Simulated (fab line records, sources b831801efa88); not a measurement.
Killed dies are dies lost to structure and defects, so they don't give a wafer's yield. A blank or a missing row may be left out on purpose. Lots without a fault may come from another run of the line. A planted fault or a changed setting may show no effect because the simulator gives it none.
Which tool did it? | flow sky130 | 7 lots, 21 wafers sampled, at 1 step of a route of 708

WHAT THE GAUGES READ, wafer by wafer
SKY_VIA3_RS_MEAS_22: measures by four-point-probe.
lot  | measured     | on            | VIA3_W_RS (ohm/sq)
L429 | day 41 17:46 | film_metro-02 | 0.294 0.296 0.297
L431 | day 42 05:05 | film_metro-02 | 0.298 0.300 0.300
L433 | day 42 07:49 | film_metro-02 | 0.297 0.299 0.300
L434 | day 42 10:25 | film_metro-03 | 0.295 0.294 0.295
L438 | day 42 16:56 | film_metro-02 | 0.298 0.298 0.294
L441 | day 47 05:36 | film_metro-04 | 0.293 0.294 0.295
L450 | day 48 00:48 | film_metro-04 | 0.297 0.298 0.299

WHICH TOOL RAN EACH LOT (tool, then ch and the chambers of the sampled wafers, then the start)
The record holds no process step before these readings.

THE ANSWER, worked out from the rows above alone
Rule: what is usual is taken from the lots themselves. Put in order of their means at a reading, lots are off if they are a third of the lots or fewer, leave a main group of 4 or more, and stand apart from it by a gap of 3 or more times the standard deviation of the main group's means; of several such gaps the widest counts. A main group whose means are all the same, to the digits that the tables above print for the reading, isn't used. A lot without any number at a reading at which 4 lots or more have one is off too. The other lots that the step has rows for count as sound.
No lot is off at any reading shown: from this, nothing can be told.

WHAT THE SIMULATOR HAD PUT IN
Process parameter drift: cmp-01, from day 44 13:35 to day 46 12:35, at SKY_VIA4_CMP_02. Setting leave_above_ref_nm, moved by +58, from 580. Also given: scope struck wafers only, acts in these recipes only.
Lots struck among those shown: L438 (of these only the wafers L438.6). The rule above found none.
